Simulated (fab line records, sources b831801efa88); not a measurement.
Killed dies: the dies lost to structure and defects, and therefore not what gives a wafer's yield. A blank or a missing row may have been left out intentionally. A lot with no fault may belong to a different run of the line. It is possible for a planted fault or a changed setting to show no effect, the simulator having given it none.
Which tool is to blame?    flow sky130    21 wafers from 7 lots sampled at 2 of the route's 708 steps

## WHAT THE GAUGES SHOWED, per wafer
SKY_METAL1_THK_MEAS_06: measures by xrf.
lot   measured      on            METAL1_ALCU_THK (nm)
L596  day 32 10:31  filmMetro-04  250 249 245
L598  day 32 18:41  filmMetro-02  247 246 248
L601  day 34 03:16  filmMetro-02  249 245 247
L604  day 35 03:02  filmMetro-01  251 250 249
L610  day 36 22:41  filmMetro-02  250 250 247
L611  day 37 12:53  filmMetro-01  252 250 250
L615  day 38 05:03  filmMetro-01  244 243 245

## WHAT TOOL EACH LOT RAN ON (gives the tool, then ch and the chambers of the sampled wafers, and finally the start)
lot   SKY_METAL1_SPUTTER_00
L596  pvdSputter-03, day 32 10:16
L598  pvdSputter-04, day 32 18:26
L601  pvdSputter-03, day 34 03:00
L604  pvdSputter-01, day 35 02:47
L610  pvdSputter-03, day 36 22:25
L611  pvdSputter-01, day 37 12:37
L615  pvdSputter-04, day 38 04:47
- SKY_METAL1_SPUTTER_00: material Ti, target thk 15 nm, time 10 s.

## THE ANSWER, worked out from the rows above alone
Rule: the lots themselves supply what counts as usual. Put in order of their means at a reading, lots are off if they are a third of the lots or fewer, leave a main group of 4 or more, and stand apart from it by a gap of 3 or more times the standard deviation of the main group's means; of several such gaps the widest counts. A main group is skipped when, at the precision printed for the reading in the tables above, its means are all equal. Also off: a lot with no number at a reading for which 4 or more lots have one. Where the step has rows for the other lots, those lots are counted as sound.
None of the lots is off at any reading shown; this tells nothing.

## WHAT THE SIMULATOR HAD INSERTED
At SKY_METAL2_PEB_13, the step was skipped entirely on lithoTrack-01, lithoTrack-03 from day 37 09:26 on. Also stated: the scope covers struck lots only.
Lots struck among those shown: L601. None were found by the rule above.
